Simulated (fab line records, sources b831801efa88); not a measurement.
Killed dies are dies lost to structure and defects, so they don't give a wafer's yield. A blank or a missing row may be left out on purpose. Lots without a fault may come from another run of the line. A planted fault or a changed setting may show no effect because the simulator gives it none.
Chamber matching | flow sky130 | SKY_VIA3_CMP_02 on cmp-01: 4 sister chambers
The step polishes SiO2. 4 wafers are shown with their chamber, then 9 later ones without.

WAFERS WITH THEIR CHAMBER
wafer  | chamber | motor_current_A (A)
L087.2 | 0       | 9.4
L087.6 | 3       | 10.4
L089.5 | 2       | 13.6
L089.6 | 1       | 11.5

WAFERS WITHOUT THEIR CHAMBER
wafer  | motor_current_A (A)
L091.1 | 13.2
L091.2 | 10.4
L091.4 | 9.3
L092.2 | 11.8
L092.4 | 9.8
L092.6 | 9.3
L094.1 | 11.8
L094.3 | 10.8
L094.6 | 9.6

WHICH CHAMBER EACH WENT THROUGH
wafer  | from the rows above     | in truth
L091.1 | 2                       | 2
L091.2 | 3                       | 3
L091.4 | 0                       | 0
L092.2 | 1                       | 1
L092.4 | can't be placed: 0 or 3 | 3
L092.6 | 0                       | 0
L094.1 | 1                       | 1
L094.3 | can't be placed: 3 or 1 | 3
L094.6 | 0                       | 0
Placed correctly: 7 of 9. Can't be placed from these rows: 2 (the true chamber is among the candidates in 2). Placed wrongly: 0.
How it was worked out, from the rows above alone: a wafer's distance from a chamber is the root of the sum, over the readings, of the square of ((its reading less the chamber's mean) divided by the reading's scatter). The wafer belongs to the nearest chamber; if the next one is less than 2 further off, it can't be placed. A chamber's mean is the mean of its shown wafers. The scatter: with one shown wafer a chamber, the root of the mean of the squares of how far each hidden wafer lies from its nearest shown one.
